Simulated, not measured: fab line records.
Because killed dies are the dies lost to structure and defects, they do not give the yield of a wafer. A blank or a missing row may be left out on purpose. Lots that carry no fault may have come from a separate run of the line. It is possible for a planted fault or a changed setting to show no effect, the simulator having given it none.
A lot that was struck, set against a sound lot    flow sky130    20 out of 708 route steps
Sound: these wafers, L572.2, L572.3, L572.4. Wafers struck: L562.1, L562.2, L562.5. Last of all comes the cause.
Each step with rows lists, per side, the tool, then ch with its chambers, then its first start. Under that, the readings that differ: sound wafers    struck wafers    difference of the means    sigmas: that difference in standard deviations of wafers without a fault.
alike: readings whose means differ by less than 2 such deviations, and words and numbers that are the same on both sides. not compared: withheld readings, readings that some wafer has no value for, bounds like >300 that may hide the same value, and numbers for which the record gives no deviation and whose values overlap.
The two part at a step that has a row with sigmas, a row that says differs or no value, or rows on one side only. Numbers that don't overlap but have no deviation are shown without sigmas and don't part them. A reading missing from all wafers of one side parts the sides only when that side holds two or more wafers.

SKY_POLY_GATE_THK_MEAS_21:
  sound on film metro-01, day 23 01:25; struck on film metro-03, day 19 07:58
  alike: POLY_GATE_OXIDATION_THK
SKY_POLY_GATE_CD_MEAS_22:
  sound on cd sem-01, day 23 01:29; struck on cd sem-01, day 19 08:02
  alike: cd nm
then, 7 steps without rows for these wafers: SKY_LDD_N_DEHYDRATE_00 (time 60 s); SKY_LDD_N_HMDS_01 (prime time 60 s); SKY_LDD_N_COAT_02 (resist thk 300 nm); SKY_LDD_N_SOFTBAKE_03 (time 60 s); SKY_LDD_N_EXPOSE_04 (exposes mask NTM, target cd 840 nm); SKY_LDD_N_PEB_05; SKY_LDD_N_DEVELOP_06 (develop time 60 s).
SKY_LDD_N_OVL_MEAS_07:
  sound on overlay-01, day 24 07:35; struck on overlay-01, day 20 15:13
  alike: LDD_N_OVL
then, 2 steps without rows for these wafers: SKY_LDD_N_IMPLANT_08; SKY_LDD_N_IMPLANT_09.
SKY_LDD_N_IMPLANT_10:
  sound on implanter-02 ch 0, day 24 07:56; struck on implanter-01, day 20 15:34
  no value came back on the struck wafers for beam energy keV, beam on s (s), end station pressure torr (Torr); on the sound wafers beam energy keV reads 19.996 19.996 19.988
then, 5 steps without rows for these wafers: SKY_LDD_N_IMPLANT_11; SKY_LDD_N_IMPLANT_12; SKY_LDD_N_IMPLANT_13; SKY_LDD_N_IMPLANT_14; SKY_LDD_N_IMPLANT_15.
SKY_LDD_N_STRIP_16: strips in O2/N2.
  sound on plasma asher-04 ch 0,1, day 24 08:49; struck on plasma asher-04 ch 0,1, day 20 16:28
reading                       sound              struck             difference  sigmas
strip time to endpoint s (s)  4.326 4.341 4.315  4.147 4.144 4.122  -0.190      -15
  alike: drypump motor current A, oes product au
  not compared: rf hours counter h
SKY_LDD_N_TW_MEAS_17:
  sound on film metro-04, day 24 08:55; struck on film metro-02, day 20 16:34
reading   sound           struck          difference  sigmas
LDD_N_TW  2580 2564 2564  2455 2454 2454  -115        -4

## WHERE THEY PART
First at SKY_LDD_N_IMPLANT_10; last, within this record, at SKY_LDD_N_TW_MEAS_17.

WHY: whatever the simulator had introduced
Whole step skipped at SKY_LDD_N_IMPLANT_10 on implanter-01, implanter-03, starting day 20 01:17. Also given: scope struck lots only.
